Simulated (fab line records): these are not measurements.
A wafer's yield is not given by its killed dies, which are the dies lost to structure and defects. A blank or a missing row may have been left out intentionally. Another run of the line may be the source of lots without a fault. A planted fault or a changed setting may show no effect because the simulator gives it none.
A struck lot beside a sound one :: flow sfq-line :: 24 steps out of a route of 325
Sound: these wafers, L926.2, L926.5, L926.6. Struck: wafers L929.1, L929.3, L929.5. The cause is named last.
Per side, at each step with rows, come the tool, then ch with its chambers, and then its first start. Under that, the readings that differ: sound wafers :: struck wafers :: difference of the means :: sigmas: that difference in standard deviations of wafers without a fault.
alike: a reading whose means differ by less than 2 such deviations, as well as words and numbers matching on both sides. not compared: withheld readings; readings where some wafer has no value; bounds like >300 that might hide an equal value; numbers whose values overlap and for which the record gives no deviation.
The two part at a step that has a row with sigmas, a row that says differs or no value, or rows on one side only. Numbers that have no deviation but don't overlap get no sigmas and don't part them. A reading missing from all wafers of one side parts the sides only when that side holds two or more wafers.

first, 2 steps without rows for these wafers: SFQ_TRILAYER_I3_VIA_STRIP_SOLV_CLEAN_090 (cleans in NMP, time 600 s); SFQ_TRILAYER_M4_DEP_PRE_CLEAN_092 (time 22.5 s).
SFQ_TRILAYER_M4_DEP_SPUTTER_091: material Nb, target thk 200 nm, time 133.3 s.
  sound on pvd-sputter-04 at day 36 09:51; struck on pvd-sputter-03 at day 37 14:01
  alike: base-pressure-pa, chamber-pressure-pa, throttle-valve-pct
SFQ_M4_RS_MEAS_924: uses a four-point probe to measure.
  sound on film-metro-01 at day 36 09:58; struck on film-metro-04 at day 37 14:07
  alike: M4_NB_RS
then, 6 steps without rows for these wafers: SFQ_TRILAYER_M4_LITHO_COAT_098 (resist thk 62 nm); SFQ_TRILAYER_M4_LITHO_COAT_093 (resist thk 600 nm); SFQ_TRILAYER_M4_LITHO_SOFTBAKE_097; SFQ_TRILAYER_M4_LITHO_EXPOSE_094 (exposes mask M4, target cd 500 nm); SFQ_TRILAYER_M4_LITHO_PEB_096 (peb time 60 s); SFQ_TRILAYER_M4_LITHO_DEVELOP_095 (time 60 s).
SFQ_M4_OVL_MEAS_926:
  sound on overlay-01 at day 38 10:38; struck on overlay-02 at day 39 05:50
  alike: M4_OVL
SFQ_TRILAYER_M4_BARC_OPEN_METAL_ETCH_123: etches BARC in O2, target depth 125 nm, time 41.7 s.
  sound on rie-metal-04 ch 0,1, day 38 10:40; struck on rie-metal-03 ch 0,1, day 39 05:52
  no value came back on the struck wafers for bias-w (W), chamber-pressure-mTorr (mTorr), drypump-motor-current-A (A), oes-product-au (a.u.); on the sound wafers bias-w (W) reads 80.10 79.93 79.98
reading: model.KrF_of_TRILAYER_M4_LITHO_COAT_093.thk-nm (nm)
sound: 522.6 522.1 522.1
struck: 577.6 575.7 576.1
difference: +54.2
sigmas: 
  not compared: rf-hours-counter-h
SFQ_TRILAYER_M4_ETCH_METAL_ETCH_096: etches Nb in Cl2/Ar, stops on SiO2, target depth 240 nm, time 120 s.
  sound on rie-metal-04 ch 0,1, day 38 10:44; struck on rie-metal-03 ch 0,1, day 39 05:56
reading: oes-product-au (a.u.)
sound: 0.898 0.894 0.892
struck: 0.376 0.375 0.378
difference: -0.518
sigmas: -62

reading: model.KrF_of_TRILAYER_M4_LITHO_COAT_093.thk-nm (nm)
sound: 381.6 379.6 377.7
struck: 437.7 435.8 432
difference: +55.5
sigmas: 
  alike: bias-w, chamber-pressure-mTorr, drypump-motor-current-A
  not compared: rf-hours-counter-h
SFQ_TRILAYER_M4_STRIP_STRIP_097: strips in O2.
  sound on rie-metal-04 ch 0,1, day 38 10:52; struck on rie-metal-03 ch 0,1, day 39 06:04
  alike: drypump-motor-current-A, oes-product-au
  not compared: rf-hours-counter-h
then, 1 step without rows for these wafers: SFQ_TRILAYER_M4_STRIP_SOLV_CLEAN_098 (cleans in NMP, time 600 s).
SFQ_TRILAYER_I4_DEP_PECVD_099: deposits SiO2 from SiH4/N2O, time 111.11 s, target thk 500 nm.
  sound on pecvd-03 ch 0,1,2, day 38 11:39; struck on pecvd-01 ch 0,2, day 39 06:51
  alike: heater-power-outer-w, heater-power-w, throttle-valve-pct
-- the record jumps here: 3 days lie between the struck wafers' starts before and after --
SFQ_TRILAYER_I4_CMP_CMP_100: polishes SiO2.
  sound on cmp-01 ch 1,2, day 41 02:23; struck on cmp-02 ch 0,1,2, day 42 02:12
  alike: motor-current-A, time-to-endpoint-s
SFQ_I4_BOW_MEAS_927:
  sound on film-metro-02 at day 41 05:25; struck on film-metro-01 at day 42 04:42
reading: I4_BOW (um)
sound: -7 -13 -12
struck: 19 13 1
difference: +22
sigmas: +2
SFQ_TRILAYER_I4_METRO_MEASURE_101:
  sound on film-metro-02 at day 41 05:43; struck on film-metro-01 at day 42 04:49
  alike: thk-nm
then, 3 steps without rows for these wafers: SFQ_TRILAYER_I4_VIA_LITHO_COAT_108 (resist thk 62 nm); SFQ_TRILAYER_I4_VIA_LITHO_COAT_103 (resist thk 650 nm); SFQ_TRILAYER_I4_VIA_LITHO_SOFTBAKE_107.
-- the record jumps here: 4 days lie between the struck wafers' starts before and after --
SFQ_TRILAYER_I4_VIA_LITHO_EXPOSE_104: exposes mask I4, target cd 700 nm.
  struck on krf-scanner-02, day 46 04:22; sound on krf-scanner-02 ch 0, day 45 04:34
  no value came back on the struck wafers for exposure-dose-mJ-cm2, focus-offset-nm (nm); on the sound wafers exposure-dose-mJ-cm2 reads 21.275 21.277 21.311
  alike: mask
then, 1 step without rows for these wafers: SFQ_TRILAYER_I4_VIA_LITHO_PEB_106 (peb time 60 s).

WHERE THEY PART
First at SFQ_TRILAYER_M4_BARC_OPEN_METAL_ETCH_123; last, within this record, at SFQ_TRILAYER_I4_VIA_LITHO_EXPOSE_104.

WHY: the cause the simulator had injected
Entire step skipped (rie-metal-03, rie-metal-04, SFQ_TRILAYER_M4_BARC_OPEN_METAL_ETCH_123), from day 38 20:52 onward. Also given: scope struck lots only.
